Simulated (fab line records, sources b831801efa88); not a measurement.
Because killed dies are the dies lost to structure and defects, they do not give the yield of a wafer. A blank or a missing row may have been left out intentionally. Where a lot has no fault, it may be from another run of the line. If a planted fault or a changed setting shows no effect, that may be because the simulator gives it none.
fab line records | flow gf180mcu | part 1 of 2: steps 1 to 28 of 36
record: lots: 5 | wafers: 15 | last-day: 34
route steps=602 shown V4@502 MIM@503 M5@526
lots with no fault: from the same line, run without faults
start-h: start of the lot's first displayed wafer, in hours after the record's first day | wait-h: hours elapsed since this lot's preceding step | " identical to the entry in the row above | L1.1+2: a row that stands for several wafers | - no value present, or no start provided | * or withheld: withheld | < > ~ a bound
route shown NAME@n: names a module that has steps shown in the file, with the first one's number in the route | usual: average and standard deviation across the fault-free wafers | same: alike in all rows | chamber/n: place in a boat | sites: per-site readings | _std_site: the standard deviation of these | _edge_site: outer sites' mean less inner sites' | radius-mm: for every site, how far away it sits from the centre of the wafer | mask NAME#n: copy n | behind: the last tool/chamber to shape the wafer | hold: why the lot was held/for how many hours/how that ended | device: which transistor (n, p or np) failed to switch | end of line: the tests these same wafers got at the end of their route | a step with no rows: only its recipe | killed: dies that structure and defects cost at the first sort, which is not the same as the wafer's yield | map: shows each die of a wafer: x if killed, . if not, _ if none is there
set.NAME: the setting as run; set.NAME@STEP: as run at that earlier step | model.NAME: the simulator's own value behind a step, which no gauge read
lots at selected steps of the route; one table per step, one row per wafer
services: when a tool's chamber went out of use (start-h, in hours from the record's first day, below 0 if earlier), for how many hours, and the reason
== steps ==
step: GF_V4_CMP_26
recipe: stop-on: SiO2 | down-force-psi: 3.5 | platen-rpm: 60 | t-overpolish-s: 15 | target-thk-nm: 0 | pad-velocity-m-s: 0.94248
usual: motor-current-A: 11.1/1.5 | overpolish-run-s: 15.000/0.0097 | time-to-endpoint-s: 88/3.6
same: t-overpolish-s: 15
lot.wafer | tool   | chamber | start-h | wait-h | motor-current-A | overpolish-run-s | time-to-endpoint-s
L083.1    | cmp-02 | 0       | 639.64  | 0.1    | 9.8             | 14.998           | 86
L083.4    | "      | 2       | "       | "      | 11.5            | 15.005           | 83
L083.6    | "      | 0       | "       | "      | 9.0             | 15.012           | 86
L087.2    | cmp-02 | 3       | 673.58  | 0.0    | 10.9            | 14.991           | 87
L087.4    | "      | 1       | "       | "      | 11.7            | 14.986           | 91
L087.6    | "      | 0       | "       | "      | 9.0             | 15.018           | 89
L089.2    | cmp-01 | 1       | 683.37  | 0.3    | 10.4            | 15.009           | 87
L089.3    | "      | 2       | "       | "      | 9.2             | 14.998           | 85
L089.1    | "      | 0       | "       | "      | 10.4            | 15.013           | 94
L094.3    | cmp-01 | 0       | 718.40  | 0.0    | 10.3            | 14.990           | 96
L094.1    | "      | 1       | "       | "      | 10.4            | 15.008           | 91
L094.6    | "      | 1       | "       | "      | 11.0            | 15.009           | 88
L096.4    | cmp-02 | 2       | 725.83  | 0.1    | 12.0            | 14.990           | 88
L096.6    | "      | 1       | "       | "      | 12.3            | 15.016           | 91
L096.5    | "      | 2       | "       | "      | 12.3            | 15.003           | 91
step: GF_MIM_SPUTTER_00
recipe: material: Ti | target-thk-nm: 37.5 | arriving-ion-energy-ev: 80 | substrate-temp-c: 200 | chamber-pressure-pa: 2 | power-w: 4000 | time-s: 150
usual: throttle-valve-pct: 29.6/0.75
lot.wafer | tool           | chamber | start-h | wait-h | throttle-valve-pct
L083.1    | pvd-sputter-02 | -       | 639.89  | 0.2    | 29.9
L083.4    | "              | -       | "       | "      | 29.4
L083.6    | "              | -       | "       | "      | 29.7
L087.2    | pvd-sputter-03 | -       | 673.88  | 0.2    | 29.6
L087.4    | "              | -       | "       | "      | 28.6
L087.6    | "              | -       | "       | "      | 30.3
L089.1    | pvd-sputter-03 | -       | 683.67  | 0.1    | 29.6
L089.2    | "              | -       | "       | "      | 29.9
L089.3    | "              | -       | "       | "      | 28.7
L094.1    | pvd-sputter-02 | -       | 718.70  | 0.2    | 29.4
L094.3    | "              | -       | "       | "      | 29.6
L094.6    | "              | -       | "       | "      | 29.4
L096.4    | pvd-sputter-01 | -       | 726.13  | 0.2    | 29.1
L096.5    | "              | -       | "       | "      | 28.6
L096.6    | "              | -       | "       | "      | 29.4
step: GF_MIM_SPUTTER_01
recipe: material: TiN | target-thk-nm: 30 | power-w: 6500 | time-s: 25 | chamber-pressure-pa: 0.4
usual: throttle-valve-pct: 29.6/0.74
lot.wafer | tool           | chamber | start-h | wait-h | throttle-valve-pct
L083.1    | pvd-sputter-02 | -       | 639.99  | 0.1    | 29.9
L083.4    | "              | -       | "       | "      | 29.7
L083.6    | "              | -       | "       | "      | 29.3
L087.2    | pvd-sputter-03 | -       | 673.98  | 0.1    | 29.9
L087.4    | "              | -       | "       | "      | 28.7
L087.6    | "              | -       | "       | "      | 30.5
L089.1    | pvd-sputter-03 | -       | 683.77  | 0.1    | 29.5
L089.2    | "              | -       | "       | "      | 29.8
L089.3    | "              | -       | "       | "      | 28.8
L094.1    | pvd-sputter-02 | -       | 718.80  | 0.1    | 29.5
L094.3    | "              | -       | "       | "      | 29.3
L094.6    | "              | -       | "       | "      | 29.5
L096.4    | pvd-sputter-01 | -       | 726.20  | 0.0    | 28.9
L096.5    | "              | -       | "       | "      | 29.1
L096.6    | "              | -       | "       | "      | 29.0
step: GF_MIM_SPUTTER_02
recipe: material: AlCu | target-thk-nm: 450 | power-w: 10600 | time-s: 23.9 | chamber-pressure-pa: 0.4
usual: throttle-valve-pct: 29.6/0.73
lot.wafer | tool           | chamber | start-h | wait-h | throttle-valve-pct
L083.1    | pvd-sputter-02 | -       | 640.02  | 0.0    | 29.7
L083.4    | "              | -       | "       | "      | 29.5
L083.6    | "              | -       | "       | "      | 29.5
L087.2    | pvd-sputter-03 | -       | 674.01  | 0.0    | 29.6
L087.4    | "              | -       | "       | "      | 28.8
L087.6    | "              | -       | "       | "      | 30.3
L089.1    | pvd-sputter-03 | -       | 683.80  | 0.0    | 29.6
L089.2    | "              | -       | "       | "      | 29.7
L089.3    | "              | -       | "       | "      | 28.8
L094.1    | pvd-sputter-02 | -       | 718.83  | 0.0    | 29.5
L094.3    | "              | -       | "       | "      | 29.9
L094.6    | "              | -       | "       | "      | 29.3
L096.4    | pvd-sputter-01 | -       | 726.23  | 0.0    | 28.8
L096.5    | "              | -       | "       | "      | 28.7
L096.6    | "              | -       | "       | "      | 29.1
step: GF_MIM_SPUTTER_03
recipe: material: Ti | target-thk-nm: 10 | substrate-temp-c: 300 | chamber-pressure-pa: 0.3 | power-w: 3000 | time-s: 6.7
usual: throttle-valve-pct: 29.6/0.74
lot.wafer | tool           | chamber | start-h | wait-h | throttle-valve-pct
L083.1    | pvd-sputter-02 | -       | 640.05  | 0.0    | 29.6
L083.4    | "              | -       | "       | "      | 29.6
L083.6    | "              | -       | "       | "      | 29.4
L087.2    | pvd-sputter-03 | -       | 674.04  | 0.0    | 29.8
L087.4    | "              | -       | "       | "      | 28.8
L087.6    | "              | -       | "       | "      | 30.5
L089.1    | pvd-sputter-03 | -       | 683.83  | 0.0    | 29.9
L089.2    | "              | -       | "       | "      | 29.7
L089.3    | "              | -       | "       | "      | 28.9
L094.1    | pvd-sputter-02 | -       | 718.86  | 0.0    | 29.3
L094.3    | "              | -       | "       | "      | 29.3
L094.6    | "              | -       | "       | "      | 29.5
L096.4    | pvd-sputter-01 | -       | 726.25  | 0.0    | 29.1
L096.5    | "              | -       | "       | "      | 28.8
L096.6    | "              | -       | "       | "      | 29.3
step: GF_MIM_SPUTTER_04
recipe: material: TiN | target-thk-nm: 50 | power-w: 6500 | time-s: 41.7 | chamber-pressure-pa: 0.4
usual: throttle-valve-pct: 29.6/0.74
lot.wafer | tool           | chamber | start-h | wait-h | throttle-valve-pct
L083.1    | pvd-sputter-02 | -       | 640.07  | 0.0    | 29.6
L083.4    | "              | -       | "       | "      | 29.6
L083.6    | "              | -       | "       | "      | 29.4
L087.2    | pvd-sputter-03 | -       | 674.06  | 0.0    | 29.9
L087.4    | "              | -       | "       | "      | 28.9
L087.6    | "              | -       | "       | "      | 30.4
L089.1    | pvd-sputter-03 | -       | 683.85  | 0.0    | 29.6
L089.2    | "              | -       | "       | "      | 29.5
L089.3    | "              | -       | "       | "      | 28.9
L094.1    | pvd-sputter-02 | -       | 718.88  | 0.0    | 29.5
L094.3    | "              | -       | "       | "      | 29.7
L094.6    | "              | -       | "       | "      | 29.6
L096.4    | pvd-sputter-01 | -       | 726.28  | 0.0    | 28.9
L096.5    | "              | -       | "       | "      | 28.8
L096.6    | "              | -       | "       | "      | 29.4
step: GF_MIM_CVD_05
recipe: material: Si3N4 | target-thk-nm: 42 | temp-max-c: 400 | temp-c: 385 | time-s: 29.086 | rf-w: 450
usual: heater-power-w: 612/82
lot.wafer | tool     | chamber | start-h | wait-h | heater-power-w
L083.1    | pecvd-02 | 2       | 640.11  | 0.0    | 599
L083.4    | "        | 2       | "       | "      | 599
L083.6    | "        | 1       | "       | "      | 542
L087.2    | pecvd-01 | 2       | 674.10  | 0.0    | 553
L087.4    | "        | 1       | "       | "      | 682
L087.6    | "        | 2       | "       | "      | 544
L089.1    | pecvd-04 | 2       | 683.89  | 0.0    | 798
L089.2    | "        | 1       | "       | "      | 621
L089.3    | "        | 0       | "       | "      | 487
L094.1    | pecvd-04 | 2       | 718.92  | 0.0    | 844
L094.3    | "        | 0       | "       | "      | 500
L094.6    | "        | 0       | "       | "      | 508
L096.4    | pecvd-02 | 1       | 726.32  | 0.0    | 594
L096.5    | "        | 2       | "       | "      | 657
L096.6    | "        | 0       | "       | "      | 637
step: GF_MIM_THK_MEAS_06
recipe: reads: Si3N4_of_MIM_CVD_05
usual: MIM_CVD_05_THK: 42.1/0.59
lot.wafer | tool          | chamber | start-h | wait-h | MIM_CVD_05_THK[nm]
L083.1    | film-metro-04 | -       | 640.14  | 0.0    | 41.7
L083.4    | "             | -       | "       | "      | 42.6
L083.6    | "             | -       | "       | "      | 43.4
L087.2    | film-metro-01 | -       | 674.15  | 0.0    | 42.0
L087.4    | "             | -       | "       | "      | 42.2
L087.6    | "             | -       | "       | "      | 42.7
L089.1    | film-metro-03 | -       | 683.92  | 0.0    | 41.1
L089.2    | "             | -       | "       | "      | 41.2
L089.3    | "             | -       | "       | "      | 41.5
L094.1    | film-metro-01 | -       | 718.95  | 0.0    | 41.4
L094.3    | "             | -       | "       | "      | 41.9
L094.6    | "             | -       | "       | "      | 42.7
L096.4    | film-metro-03 | -       | 726.37  | 0.0    | 43.0
L096.5    | "             | -       | "       | "      | 41.7
L096.6    | "             | -       | "       | "      | 42.2
step: GF_MIM_SPUTTER_07
recipe: material: TiN | target-thk-nm: 60 | power-w: 6500 | time-s: 50 | chamber-pressure-pa: 0.4
usual: throttle-valve-pct: 29.7/0.82
lot.wafer | tool           | chamber | start-h | wait-h | throttle-valve-pct
L083.1    | pvd-sputter-03 | -       | 640.20  | 0.1    | 28.9
L083.4    | "              | -       | "       | "      | 29.7
L083.6    | "              | -       | "       | "      | 29.7
L087.2    | pvd-sputter-02 | -       | 674.20  | 0.0    | 29.6
L087.4    | "              | -       | "       | "      | 29.6
L087.6    | "              | -       | "       | "      | 30.2
L089.1    | pvd-sputter-02 | -       | 683.98  | 0.1    | 29.7
L089.2    | "              | -       | "       | "      | 29.4
L089.3    | "              | -       | "       | "      | 29.4
L094.1    | pvd-sputter-01 | -       | 719.01  | 0.1    | 29.0
L094.3    | "              | -       | "       | "      | 29.2
L094.6    | "              | -       | "       | "      | 29.1
L096.4    | pvd-sputter-03 | -       | 726.40  | 0.0    | 30.2
L096.5    | "              | -       | "       | "      | 28.7
L096.6    | "              | -       | "       | "      | 29.4
step: GF_MIM_SPUTTER_08
recipe: material: AlCu | target-thk-nm: 200 | power-w: 10600 | time-s: 10.6 | chamber-pressure-pa: 0.4
usual: throttle-valve-pct: 29.7/0.77
lot.wafer | tool           | chamber | start-h | wait-h | throttle-valve-pct
L083.1    | pvd-sputter-03 | -       | 640.25  | 0.0    | 29.1
L083.4    | "              | -       | "       | "      | 29.8
L083.6    | "              | -       | "       | "      | 29.7
L087.2    | pvd-sputter-02 | -       | 674.24  | 0.0    | 29.4
L087.4    | "              | -       | "       | "      | 29.6
L087.6    | "              | -       | "       | "      | 29.8
L089.1    | pvd-sputter-02 | -       | 684.03  | 0.0    | 29.7
L089.2    | "              | -       | "       | "      | 29.9
L089.3    | "              | -       | "       | "      | 29.7
L094.1    | pvd-sputter-01 | -       | 719.06  | 0.0    | 29.2
L094.3    | "              | -       | "       | "      | 29.0
L094.6    | "              | -       | "       | "      | 28.9
L096.4    | pvd-sputter-03 | -       | 726.44  | 0.0    | 30.3
L096.5    | "              | -       | "       | "      | 28.9
L096.6    | "              | -       | "       | "      | 29.5
step: GF_MIM_SPUTTER_09
recipe: material: TiN | target-thk-nm: 35 | power-w: 6500 | time-s: 29.2 | chamber-pressure-pa: 0.4
usual: throttle-valve-pct: 29.7/0.8
lot.wafer | tool           | chamber | start-h | wait-h | throttle-valve-pct
L083.1    | pvd-sputter-03 | -       | 640.27  | 0.0    | 28.5
L083.4    | "              | -       | "       | "      | 29.6
L083.6    | "              | -       | "       | "      | 29.6
L087.2    | pvd-sputter-02 | -       | 674.26  | 0.0    | 29.5
L087.4    | "              | -       | "       | "      | 29.4
L087.6    | "              | -       | "       | "      | 29.9
L089.1    | pvd-sputter-02 | -       | 684.05  | 0.0    | 30.2
L089.2    | "              | -       | "       | "      | 29.4
L089.3    | "              | -       | "       | "      | 29.5
L094.1    | pvd-sputter-01 | -       | 719.08  | 0.0    | 29.2
L094.3    | "              | -       | "       | "      | 29.1
L094.6    | "              | -       | "       | "      | 28.8
L096.4    | pvd-sputter-03 | -       | 726.46  | 0.0    | 30.2
L096.5    | "              | -       | "       | "      | 28.7
L096.6    | "              | -       | "       | "      | 29.5
step: GF_MIM_RS_MEAS_10
recipe: thk-meas-gauge: four-point-probe | reads: TiN_of_MIM_SPUTTER_09+AlCu_of_MIM_SPUTTER_08+TiN_of_MIM_SPUTTER_07
usual: MIM_ALCU_RS: 0.1601/0.0025
lot.wafer | tool          | chamber | start-h | wait-h | MIM_ALCU_RS[ohm/sq]
L083.1    | film-metro-03 | -       | 640.30  | 0.0    | 0.1621
L083.4    | "             | -       | "       | "      | 0.1592
L083.6    | "             | -       | "       | "      | 0.1602
L087.2    | film-metro-03 | -       | 674.32  | 0.0    | 0.1583
L087.4    | "             | -       | "       | "      | 0.1624
L087.6    | "             | -       | "       | "      | 0.1630
L089.1    | film-metro-03 | -       | 684.08  | 0.0    | 0.1627
L089.2    | "             | -       | "       | "      | 0.1620
L089.3    | "             | -       | "       | "      | 0.1569
L094.1    | film-metro-03 | -       | 719.11  | 0.0    | 0.1580
L094.3    | "             | -       | "       | "      | 0.1603
L094.6    | "             | -       | "       | "      | 0.1608
L096.4    | film-metro-01 | -       | 726.56  | 0.1    | 0.1566
L096.5    | "             | -       | "       | "      | 0.1569
L096.6    | "             | -       | "       | "      | 0.1554
step: GF_MIM_THK_MEAS_11
recipe: thk-meas-gauge: xrf | reads: AlCu_of_MIM_SPUTTER_08
usual: MIM_ALCU_THK: 200/3.2
lot.wafer | tool          | chamber | start-h | wait-h | MIM_ALCU_THK[nm]
L083.1    | film-metro-03 | -       | 640.42  | 0.1    | 197
L083.4    | "             | -       | "       | "      | 199
L083.6    | "             | -       | "       | "      | 198
L087.2    | film-metro-03 | -       | 674.43  | 0.1    | 202
L087.4    | "             | -       | "       | "      | 197
L087.6    | "             | -       | "       | "      | 197
L089.1    | film-metro-03 | -       | 684.20  | 0.1    | 197
L089.2    | "             | -       | "       | "      | 198
L089.3    | "             | -       | "       | "      | 204
L094.1    | film-metro-03 | -       | 719.23  | 0.1    | 202
L094.3    | "             | -       | "       | "      | 200
L094.6    | "             | -       | "       | "      | 199
L096.4    | film-metro-01 | -       | 726.65  | 0.1    | 202
L096.5    | "             | -       | "       | "      | 202
L096.6    | "             | -       | "       | "      | 205
step: GF_MIM_DEHYDRATE_12
recipe: temp-c: 200 | time-s: 60
usual: heater-power-total-W: 160.38/0.13
lot.wafer | tool           | chamber | start-h | wait-h | heater-power-total-W
L083.1    | litho-track-01 | 0       | 650.18  | 9.8    | 160.43
L083.4    | "              | 0       | "       | "      | 160.51
L083.6    | "              | 0       | "       | "      | 160.33
L087.2    | litho-track-01 | 0       | 683.16  | 8.7    | 160.32
L087.4    | "              | 0       | "       | "      | 160.56
L087.6    | "              | 0       | "       | "      | 160.23
L089.1    | litho-track-03 | 0       | 692.94  | 8.7    | 160.52
L089.2    | "              | 0       | "       | "      | 160.50
L089.3    | "              | 0       | "       | "      | 160.23
L094.1    | litho-track-01 | 0       | 726.13  | 6.9    | 160.55
L094.3    | "              | 0       | "       | "      | 160.44
L094.6    | "              | 0       | "       | "      | 160.22
L096.4    | litho-track-03 | 0       | 735.51  | 8.9    | 160.49
L096.5    | "              | 0       | "       | "      | 160.33
L096.6    | "              | 0       | "       | "      | 160.28
step: GF_MIM_HMDS_13
recipe: prime-time-s: 60 | prime-temp-c: 120
lot.wafer  | tool           | chamber | start-h | wait-h
L083.1+4+6 | litho-track-01 | 0       | 650.33  | 0.1
L087.2+4+6 | litho-track-01 | 0       | 683.31  | 0.1
L089.1+2+3 | litho-track-03 | 0       | 693.09  | 0.1
L094.1+3+6 | litho-track-01 | 0       | 726.28  | 0.1
L096.4+5+6 | litho-track-03 | 0       | 735.66  | 0.1
step: GF_MIM_COAT_14
recipe: resist: NOVOLAK | spin-rpm: 3000 | resist-thk-nm: 1000
lot.wafer  | tool           | chamber | start-h | wait-h
L083.1+4+6 | litho-track-01 | 0       | 650.48  | 0.1
L087.2+4+6 | litho-track-01 | 0       | 683.46  | 0.1
L089.1+2+3 | litho-track-03 | 0       | 693.24  | 0.1
L094.1+3+6 | litho-track-01 | 0       | 726.43  | 0.1
L096.4+5+6 | litho-track-03 | 0       | 735.81  | 0.1
step: GF_MIM_SOFTBAKE_15
recipe: temp-c: 90 | time-s: 60 | resist: NOVOLAK
usual: heater-power-total-W: 56.59/0.044
lot.wafer | tool           | chamber | start-h | wait-h | heater-power-total-W
L083.1    | litho-track-01 | 0       | 650.63  | 0.1    | 56.69
L083.4    | "              | 0       | "       | "      | 56.62
L083.6    | "              | 0       | "       | "      | 56.57
L087.2    | litho-track-01 | 0       | 683.61  | 0.1    | 56.62
L087.4    | "              | 0       | "       | "      | 56.54
L087.6    | "              | 0       | "       | "      | 56.62
L089.1    | litho-track-03 | 0       | 693.39  | 0.1    | 56.53
L089.2    | "              | 0       | "       | "      | 56.62
L089.3    | "              | 0       | "       | "      | 56.68
L094.1    | litho-track-01 | 0       | 726.58  | 0.1    | 56.62
L094.3    | "              | 0       | "       | "      | 56.65
L094.6    | "              | 0       | "       | "      | 56.54
L096.4    | litho-track-03 | 0       | 735.96  | 0.1    | 56.61
L096.5    | "              | 0       | "       | "      | 56.57
L096.6    | "              | 0       | "       | "      | 56.58
step: GF_MIM_EXPOSE_16
recipe: mask-id: FuseTop | target-cd-nm: 2000 | na: 0.6 | source-shape: conventional | sigma-outer: 0.6 | dose-mj: 140
usual: reticle-temp-C: 23.00/0.11
lot.wafer | tool             | chamber | start-h | wait-h | mask      | reticle-temp-C
L083.1    | iline-stepper-01 | 0       | -       | -      | FuseTop#0 | 23.10
L083.4    | "                | 0       | "       | "      | FuseTop#0 | 23.01
L083.6    | "                | 0       | "       | "      | FuseTop#0 | 22.92
L087.2    | iline-stepper-01 | 0       | -       | -      | FuseTop#0 | 23.06
L087.4    | "                | 0       | "       | "      | FuseTop#0 | 22.95
L087.6    | "                | 0       | "       | "      | FuseTop#0 | 23.02
L089.1    | iline-stepper-01 | 0       | -       | -      | FuseTop#0 | 23.01
L089.2    | "                | 0       | "       | "      | FuseTop#0 | 22.97
L089.3    | "                | 0       | "       | "      | FuseTop#0 | 22.85
L094.1    | iline-stepper-01 | 0       | -       | -      | FuseTop#0 | 22.89
L094.3    | "                | 0       | "       | "      | FuseTop#0 | 22.85
L094.6    | "                | 0       | "       | "      | FuseTop#0 | 23.00
L096.4    | iline-stepper-02 | 0       | -       | -      | FuseTop#0 | 23.00
L096.5    | "                | 0       | "       | "      | FuseTop#0 | 22.89
L096.6    | "                | 0       | "       | "      | FuseTop#0 | 23.14
step: GF_MIM_PEB_17
recipe: temp-c: withheld | time-s: * | resist: NOVOLAK
lot.wafer  | tool           | chamber | start-h | wait-h
L083.1+4+6 | litho-track-01 | 0       | -       | -
L087.2+4+6 | litho-track-02 | 0       | -       | -
L089.1+2+3 | litho-track-01 | 0       | -       | -
L094.1+3+6 | litho-track-03 | 0       | -       | -
L096.4+5+6 | litho-track-03 | 0       | -       | -
step: GF_MIM_DEVELOP_18
recipe: develop-time-s: 60 | dev-temp-c: 23
same: develop-time-s: 60
lot.wafer  | tool           | chamber | start-h | wait-h
L083.1+4+6 | litho-track-01 | 0       | 660.43  | 0.1
L087.2+4+6 | litho-track-02 | 0       | 692.92  | 0.1
L089.1+2+3 | litho-track-01 | 0       | 702.38  | 0.1
L094.1+3+6 | litho-track-03 | 0       | 736.19  | 0.1
L096.4+5+6 | litho-track-03 | 0       | 743.86  | 0.1
step: GF_MIM_METAL_ETCH_19
recipe: chemistry: Cl2/BCl3 | mask-material: NOVOLAK | stop-on: Si3N4 | target-depth-nm: 324.5 | pressure-mtorr: 8 | icp-w: 800 | bias-w: 140 | Cl2_flow_sccm: 80 | bcl3-flow-sccm: 40 | time-s: 54.1
usual: drypump-motor-current-A: 5.7/0.4 | oes-product-au: 0.941/0.0077 | throttle-valve-pct: 28.284/0.011
lot.wafer | tool         | chamber | start-h | wait-h | drypump-motor-current-A | oes-product-au | rf-hours-counter-h | throttle-valve-pct
L083.1    | rie-metal-01 | 0       | 660.58  | 0.1    | 5.9                     | 0.934          | 10                 | 28.288
L083.4    | "            | 0       | "       | "      | 5.9                     | 0.946          | -                  | 28.281
L083.6    | "            | 0       | "       | "      | 5.9                     | 0.940          | -                  | 28.278
L087.2    | rie-metal-03 | 0       | 693.04  | 0.1    | 5.9                     | 0.945          | 7                  | 28.277
L087.4    | "            | 1       | "       | "      | 5.3                     | 0.937          | -                  | 28.290
L087.6    | "            | 0       | "       | "      | 5.9                     | 0.938          | -                  | 28.278
L089.1    | rie-metal-01 | 0       | 702.53  | 0.1    | 5.9                     | 0.943          | 13                 | 28.294
L089.2    | "            | 0       | "       | "      | 6.0                     | 0.941          | -                  | 28.301
L089.3    | "            | 0       | "       | "      | 6.0                     | 0.942          | -                  | 28.280
L094.1    | rie-metal-03 | 1       | 736.34  | 0.1    | 5.3                     | 0.943          | 2                  | 28.288
L094.3    | "            | 0       | "       | "      | 5.9                     | 0.940          | -                  | 28.287
L094.6    | "            | 0       | "       | "      | 5.9                     | 0.939          | -                  | 28.291
L096.4    | rie-metal-01 | 0       | 743.96  | 0.1    | 5.9                     | 0.960          | -                  | 28.290
L096.5    | "            | 1       | "       | "      | 6.2                     | 0.942          | -                  | 28.259
L096.6    | "            | 0       | "       | "      | 5.9                     | 0.955          | -                  | 28.268
step: GF_MIM_STRIP_20
recipe: chemistry: O2/N2 | power-w: 1400 | pressure-mtorr: 1500 | platen-temp-c: 250 | o2-flow-sccm: 3000 | n2-flow-sccm: 300 | overash-fraction: 0.5
usual: drypump-motor-current-A: 5.7/0.4 | heater-power-w: 340/34 | oes-product-au: 0.691/0.0048 | strip-time-to-endpoint-s: 11.21/0.033
lot.wafer | tool            | chamber | start-h | wait-h | drypump-motor-current-A | heater-power-w | oes-product-au | rf-hours-counter-h | strip-time-to-endpoint-s
L083.1    | plasma-asher-02 | 1       | 660.65  | 0.0    | 5.7                     | 338            | 0.695          | 24                 | 11.26
L083.4    | "               | 1       | "       | "      | 5.7                     | 341            | 0.696          | -                  | 11.27
L083.6    | "               | 0       | "       | "      | 5.7                     | 351            | 0.691          | -                  | 11.20
L087.2    | plasma-asher-03 | 1       | 693.11  | 0.0    | 4.8                     | 351            | 0.689          | 111                | 11.21
L087.4    | "               | 1       | "       | "      | 4.8                     | 349            | 0.699          | -                  | 11.26
L087.6    | "               | 0       | "       | "      | 6.0                     | 417            | 0.697          | -                  | 11.22
L089.1    | plasma-asher-04 | 0       | 702.67  | 0.1    | 6.2                     | 305            | 0.691          | 93                 | 11.24
L089.2    | "               | 1       | "       | "      | 5.9                     | 326            | 0.691          | 93                 | 11.23
L089.3    | "               | 0       | "       | "      | 6.2                     | 302            | 0.686          | -                  | 11.22
L094.1    | plasma-asher-02 | 1       | 736.41  | 0.0    | 5.7                     | 347            | 0.692          | 31                 | 11.21
L094.3    | "               | 0       | "       | "      | 5.7                     | 335            | 0.693          | -                  | 11.20
L094.6    | "               | 1       | "       | "      | 5.7                     | 335            | 0.684          | -                  | 11.15
L096.4    | plasma-asher-02 | 0       | 744.04  | 0.1    | 5.6                     | 336            | 0.690          | -                  | 11.21
L096.5    | "               | 0       | "       | "      | 5.7                     | 331            | 0.695          | -                  | 11.22
L096.6    | "               | 1       | "       | "      | 5.7                     | 341            | 0.691          | -                  | 11.22
step: GF_MIM_STRIP_21
recipe: chemistry: post-etch-residue-remover | time-s: 1200 | temp-c: 72.5
lot.wafer  | tool         | chamber | start-h | wait-h
L083.1+4+6 | wet-bench-03 | 2       | 660.75  | 0.1
L087.2+4+6 | wet-bench-02 | 3       | 693.21  | 0.1
L089.1+2+3 | wet-bench-01 | 2       | 702.96  | 0.3
L094.1+3+6 | wet-bench-03 | 2       | 736.51  | 0.1
L096.4+5+6 | wet-bench-02 | 3       | 744.11  | 0.0
step: GF_MIM_CLEAN_22
recipe: chemistry: DIW | dry: n2-spin
lot.wafer  | tool         | chamber | start-h | wait-h
L083.1+4+6 | wet-bench-01 | 1       | 661.11  | 0.0
L087.2+4+6 | wet-bench-03 | 0       | 693.59  | 0.0
L089.1+2+3 | wet-bench-03 | 3       | 703.30  | 0.0
L094.1+3+6 | wet-bench-01 | 1       | 736.88  | 0.0
L096.4+5+6 | wet-bench-01 | 3       | 744.45  | 0.0
step: GF_M5_DEHYDRATE_00
recipe: temp-c: 200 | time-s: 60
usual: heater-power-total-W: 160.38/0.13
lot.wafer | tool           | chamber | start-h | wait-h | heater-power-total-W
L083.1    | litho-track-01 | 0       | 668.18  | 7.0    | 160.10
L083.4    | "              | 0       | "       | "      | 160.28
L083.6    | "              | 0       | "       | "      | 160.43
L087.2    | litho-track-02 | 0       | 702.47  | 8.8    | 160.38
L087.4    | "              | 0       | "       | "      | 160.28
L087.6    | "              | 0       | "       | "      | 160.62
L089.1    | litho-track-02 | 0       | 711.69  | 8.3    | 160.31
L089.2    | "              | 0       | "       | "      | 160.35
L089.3    | "              | 0       | "       | "      | 160.59
L094.1    | litho-track-02 | 0       | 744.24  | 7.2    | 160.44
L094.3    | "              | 0       | "       | "      | 160.27
L094.6    | "              | 0       | "       | "      | 160.33
L096.4    | litho-track-02 | 0       | 752.47  | 7.9    | 160.27
L096.5    | "              | 0       | "       | "      | 160.29
L096.6    | "              | 0       | "       | "      | 160.18
step: GF_M5_HMDS_01
recipe: prime-time-s: 60 | prime-temp-c: 120
lot.wafer  | tool           | chamber | start-h | wait-h
L083.1+4+6 | litho-track-01 | 0       | 668.33  | 0.1
L087.2+4+6 | litho-track-02 | 0       | 702.62  | 0.1
L089.1+2+3 | litho-track-02 | 0       | 711.84  | 0.1
L094.1+3+6 | litho-track-02 | 0       | 744.39  | 0.1
L096.4+5+6 | litho-track-02 | 0       | 752.62  | 0.1
step: GF_M5_COAT_02
recipe: resist: KrF | spin-rpm: withheld | resist-thk-nm: 1000
lot.wafer  | tool           | chamber | start-h | wait-h
L083.1+4+6 | litho-track-01 | 0       | 668.48  | 0.1
L087.2+4+6 | litho-track-02 | 0       | 702.77  | 0.1
L089.1+2+3 | litho-track-02 | 0       | 711.99  | 0.1
L094.1+3+6 | litho-track-02 | 0       | 744.54  | 0.1
L096.4+5+6 | litho-track-02 | 0       | 752.77  | 0.1
step: GF_M5_SOFTBAKE_03
recipe: temp-c: 130 | time-s: 60 | resist: KrF
usual: heater-power-total-W: 93.05/0.063
lot.wafer | tool           | chamber | start-h | wait-h | heater-power-total-W
L083.1    | litho-track-01 | 0       | 668.63  | 0.1    | 93.07
L083.4    | "              | 0       | "       | "      | 93.01
L083.6    | "              | 0       | "       | "      | 92.93
L087.2    | litho-track-02 | 0       | 702.92  | 0.1    | 93.03
L087.4    | "              | 0       | "       | "      | 93.00
L087.6    | "              | 0       | "       | "      | 92.93
L089.1    | litho-track-02 | 0       | 712.14  | 0.1    | 93.08
L089.2    | "              | 0       | "       | "      | 93.05
L089.3    | "              | 0       | "       | "      | 92.95
L094.1    | litho-track-02 | 0       | 744.69  | 0.1    | 93.06
L094.3    | "              | 0       | "       | "      | 93.05
L094.6    | "              | 0       | "       | "      | 92.97
L096.4    | litho-track-02 | 0       | 752.92  | 0.1    | 93.13
L096.5    | "              | 0       | "       | "      | 93.08
L096.6    | "              | 0       | "       | "      | 93.11
